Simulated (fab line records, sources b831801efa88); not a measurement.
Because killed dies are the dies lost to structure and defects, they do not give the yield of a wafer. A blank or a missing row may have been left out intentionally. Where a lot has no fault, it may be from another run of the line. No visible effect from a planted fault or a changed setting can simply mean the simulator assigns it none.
A struck lot beside a sound one || flow sky130 || 33 steps out of a route of 708
Sound: wafers L504.1, L504.2, L504.4. Struck: wafer L495.5. (L495.4 of the same lot was not struck and is left out.) The cause comes at the end.
Each step with rows lists, per side, the tool, then ch with its chambers, then its first start. Under that, the readings that differ: sound wafers || struck wafers || difference of the means || sigmas: that difference in standard deviations of wafers without a fault.
alike: same words and numbers on both sides, and readings whose means sit less than 2 such deviations apart. not compared: any withheld reading, any reading some wafer has no value for, any bound like >300 that may hide the same value, and any number with overlapping values for which the record gives no deviation.
Wherever a step has rows on one side only, a row that says differs or no value, or a row with sigmas, the two part there. Non-overlapping numbers with no deviation appear without sigmas and do not part them. A reading that every wafer of one side lacks parts them only if that side has two wafers or more.

first, 4 steps without rows for these wafers: SKY_LOCAL_INTERCONNECT_SOFTBAKE_07 (time 90 s); SKY_LOCAL_INTERCONNECT_EXPOSE_08 (exposes mask LI1M, target cd 170 nm); SKY_LOCAL_INTERCONNECT_PEB_09; SKY_LOCAL_INTERCONNECT_DEVELOP_10 (develop time 60 s).
SKY_LOCAL_INTERCONNECT_CD_MEAS_11 targets a cd of 170 nm.
  struck on cdSem-02, day 33 08:58; sound on cdSem-01, day 36 04:51
  alike: cdNm
SKY_LOCAL_INTERCONNECT_OVL_MEAS_12:
  struck on overlay-01, day 33 09:03; sound on overlay-01, day 36 04:58
  alike: LOCAL_INTERCONNECT_OVL
SKY_LOCAL_INTERCONNECT_ETCH_13: etches BARC in N2/H2, stops on SiO2, time 45.9 s, target depth 60 nm.
  sound on rieMetal-03 ch 0,1, day 36 05:01; struck on rieMetal-03 ch 0, day 33 09:08
  alike: drypumpMotorCurrentA, n2FlowSccm, oesProductAu, throttleValvePct
  not compared: rfHoursCounterH
SKY_LOCAL_INTERCONNECT_METAL_ETCH_14: etches TiN in Cl2/BCl3, stops on PSG, target depth 110 nm, time 31.4 s.
  sound on rieMetal-03 ch 0,1, day 36 05:04; struck on rieMetal-03 ch 0, day 33 09:14
  alike: drypumpMotorCurrentA, oesProductAu, throttleValvePct
  not compared: rfHoursCounterH
SKY_LOCAL_INTERCONNECT_STRIP_15: strips in O2/N2.
  sound on plasmaAsher-04 ch 0,1, day 36 05:07; struck on plasmaAsher-01 ch 1, day 33 09:20
  alike: drypumpMotorCurrentA, n2FlowSccm, oesProductAu, stripTimeToEndpointS
  not compared: rfHoursCounterH
then, 3 steps without rows for these wafers: SKY_LOCAL_INTERCONNECT_STRIP_16 (strips in post etch residue remover, time 1200 s); SKY_LOCAL_INTERCONNECT_CLEAN_17 (cleans in IPA, time 180 s); SKY_LOCAL_INTERCONNECT_CLEAN_18 (cleans in O3/DIW).
SKY_CONTACT_CVD_00: deposits Si3N4, target thk 75 nm.
  sound on pecvd-01 ch 1,2, day 36 05:44; struck on pecvd-04 ch 2, day 33 09:55
{"reading": "model.Si3N4_of_CONTACT_CVD_00.thkNm (nm)", "sound": "73.88 73.3 74.44", "struck": 40.13, "difference": -33.74, "sigmas": ""}
  alike: heaterPowerW
SKY_CONTACT_THK_MEAS_01:
  struck on filmMetro-01, day 33 09:58; sound on filmMetro-01, day 36 05:46
{"reading": "CONTACT_CVD_00_THK (nm)", "sound": "73.9 73.3 74.5", "struck": 40.1, "difference": -33.8, "sigmas": -37}
then, 1 step without rows for these wafers: SKY_CONTACT_HDPCVD_02 (deposits SiO2, target thk 565 nm, time 94.2 s).
SKY_CONTACT_THK_MEAS_03:
  struck on filmMetro-02, day 33 10:05; sound on filmMetro-02, day 36 05:53
  alike: CONTACT_HDPCVD_THK
then, 1 step without rows for these wafers: SKY_CONTACT_CMP_04 (polishes SiO2).
SKY_CONTACT_BOW_MEAS_05:
  struck on filmMetro-01, day 33 10:28; sound on filmMetro-02, day 36 06:15
  alike: CONTACT_BOW
then, 8 steps without rows for these wafers: SKY_CONTACT_DEHYDRATE_06 (time 60 s); SKY_CONTACT_HMDS_07 (prime time 60 s); SKY_CONTACT_COAT_08 (resist thk 60 nm); SKY_CONTACT_COAT_09 (resist thk 450 nm); SKY_CONTACT_SOFTBAKE_10 (time 90 s); SKY_CONTACT_EXPOSE_11 (exposes mask CTM1, target cd 170 nm); SKY_CONTACT_PEB_12; SKY_CONTACT_DEVELOP_13 (develop time 60 s).
SKY_CONTACT_CD_MEAS_14 targets a cd of 170 nm.
  struck on cdSem-02, day 34 12:21; sound on cdSem-01, day 37 08:58
{"reading": "cdNm (nm)", "sound": "171.0 171.3 171.6", "struck": 165.6, "difference": -5.7, "sigmas": -4}
SKY_CONTACT_OVL_MEAS_15:
  struck on overlay-02, day 34 12:25; sound on overlay-02, day 37 09:05
  alike: CONTACT_OVL
SKY_CONTACT_ETCH_16: etches BARC in N2/H2, stops on SiO2, time 45.9 s, target depth 60 nm.
  sound on rieDiel-03 ch 0,1,2, day 37 09:07; struck on rieDiel-01 ch 2, day 34 12:26
  alike: drypumpMotorCurrentA, n2FlowSccm, oesProductAu, throttleValvePct
  not compared: rfHoursCounterH
SKY_CONTACT_ETCH_17: etches SiO2 in C4F8/O2/Ar, stops on Si3N4, target depth 340 nm.
  sound on rieDiel-03 ch 0,1,2, day 37 09:10; struck on rieDiel-01 ch 2, day 34 12:29
  alike: oesProductAu
SKY_CONTACT_ETCH_18: etches Si3N4 in CHF3/O2, stops on TiN, time 39 s, target depth 75 nm.
  sound: rieDiel-03 ch 0,1,2; struck: rieDiel-01 ch 2
{"reading": "oesProductAu (a.u.)", "sound": "0.846 0.840 0.850", "struck": 0.632, "difference": -0.213, "sigmas": -30}
{"reading": "throttleValvePct (%)", "sound": "8.797 8.785 8.787", "struck": 8.748, "difference": -0.042, "sigmas": -5}
{"reading": "model.etch.depthNm (nm)", "sound": "73.88 73.3 74.44", "struck": 40.13, "difference": -33.74, "sigmas": ""}
  alike: O2_flow_sccm, drypumpMotorCurrentA
  not compared: rfHoursCounterH
then, 1 step without rows for these wafers: SKY_CONTACT_STRIP_19 (strips in O2/N2).
-- the record jumps here: 14 days lie between the struck wafers' starts before and after (it left off in module CONTACT and takes up again in module PAD_OPEN, whose first step shown is number 708 of the route) --
SKY_PAD_OPEN_PROBE_99:
  struck on prober-02, day 48 02:21; sound on prober-01, day 49 23:04
  alike: killed_at_M0_to_M3, killed_at_M4_up, killedAtContacts, killedAtFrontEnd, killedAtOther, killedDies, killedOpen, killedShort

WHERE THEY PART
Earliest at SKY_CONTACT_THK_MEAS_01; latest, in this record, at SKY_CONTACT_ETCH_18. Later steps at which nothing parts them and some readings are alike: SKY_PAD_OPEN_PROBE_99.

WHY: what had been put in by the simulator
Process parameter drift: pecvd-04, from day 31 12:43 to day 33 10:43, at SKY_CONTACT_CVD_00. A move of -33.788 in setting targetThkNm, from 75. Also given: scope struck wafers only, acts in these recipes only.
